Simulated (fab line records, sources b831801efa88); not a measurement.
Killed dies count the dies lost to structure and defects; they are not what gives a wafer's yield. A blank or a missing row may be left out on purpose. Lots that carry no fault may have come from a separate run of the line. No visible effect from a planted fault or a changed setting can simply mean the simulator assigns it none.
Struck lot and sound lot, side by side	flow sky130	14 out of 708 route steps
Sound: the wafers L652.1, L652.5, L652.6. Wafers L658.1, L658.4, L658.5 were the ones struck. The cause comes at the end.
Each step with rows lists, per side, the tool, then ch with its chambers, then its first start. Under that, the readings that differ: sound wafers	struck wafers	difference of the means	sigmas: that difference in standard deviations of wafers without a fault.
alike: readings with means less than 2 such deviations apart, plus words and numbers identical on both sides. not compared: withheld readings, readings lacking a value on some wafer, bounds such as >300 that could conceal the same value, and numbers that have no deviation in the record and whose values overlap.
Wherever a step has rows on one side only, a row that says differs or no value, or a row with sigmas, the two part there. Numbers that don't overlap but have no deviation are shown without sigmas and don't part them. A reading that every wafer of one side lacks parts them only if that side has two wafers or more.

SKY_CONTACT_STRIP_19: strips in O2/N2.
  sound on plasma-asher-01 ch 0,1, day 32 16:47; struck on plasma-asher-04 ch 0,1, day 34 13:17
  alike: drypump-motor-current-A, oes-product-au, strip-time-to-endpoint-s
  not compared: rf-hours-counter-h
then, 4 steps without rows for these wafers: SKY_CONTACT_STRIP_20 (strips in post etch residue remover, time 1200 s); SKY_CONTACT_CLEAN_21 (cleans in IPA, time 180 s); SKY_CONTACT_CLEAN_22 (cleans in O3/DIW); SKY_CONTACT_SPUTTER_23 (material TiN, target thk 20 nm, time 80 s).
SKY_CONTACT_CVD_24: deposits W, target thk 340 nm, time 102.12 s.
  sound on cvd-w-01 ch 0,1, day 32 17:27; struck on cvd-w-02 ch 1, day 34 14:20
  alike: heater-power-w
SKY_CONTACT_RS_MEAS_25: uses a four-point probe to measure.
  sound on film-metro-02 at day 32 17:34; struck on film-metro-03 at day 34 14:27
  alike: CONTACT_W_RS
SKY_CONTACT_THK_MEAS_26: measures by xrf.
  sound on film-metro-02 at day 32 17:41; struck on film-metro-03 at day 34 14:34
  alike: CONTACT_W_THK
SKY_CONTACT_CMP_27: polishes, stops on SiO2, t overpolish 15 s, target thk 0 nm.
  sound on cmp-02 ch 1,2, day 32 17:47; struck on cmp-02 ch 2,3, day 34 14:41
  alike: motor-current-A, overpolish-run-s, time-to-endpoint-s
SKY_METAL1_SPUTTER_00: material Ti, target thk 15 nm, time 10 s.
  sound on pvd-sputter-01 at day 32 18:02; struck on pvd-sputter-01 at day 34 14:56
  alike: cathode-dc-power-W, chamber-pressure-pa, throttle-valve-pct
then, 2 steps without rows for these wafers: SKY_METAL1_SPUTTER_01 (material TiN, target thk 20 nm, time 16.7 s); SKY_METAL1_SPUTTER_02 (material AlCu, target thk 250 nm, time 13.3 s).
SKY_METAL1_SPUTTER_03: material Ti, target thk 5 nm, time 3.3 s.
  sound on pvd-sputter-01 at day 32 18:07; struck on pvd-sputter-01 at day 34 15:00
  no value came back on the struck wafers for cathode-dc-power-W (W), chamber-pressure-pa (Pa), throttle-valve-pct (%); on the sound wafers cathode-dc-power-W (W) reads 3000.7 2999.4 2999.7
SKY_METAL1_SPUTTER_04: material TiN, target thk 70 nm, time 58.3 s.
  sound on pvd-sputter-01 at day 32 18:08; struck on pvd-sputter-01 at day 34 15:01
  alike: cathode-dc-power-W, chamber-pressure-pa, throttle-valve-pct

== WHERE THEY PART ==
Within this record, at SKY_METAL1_SPUTTER_03 only. Later steps at which nothing parts them and some readings are alike: SKY_METAL1_SPUTTER_04.

WHY: the cause the simulator had injected
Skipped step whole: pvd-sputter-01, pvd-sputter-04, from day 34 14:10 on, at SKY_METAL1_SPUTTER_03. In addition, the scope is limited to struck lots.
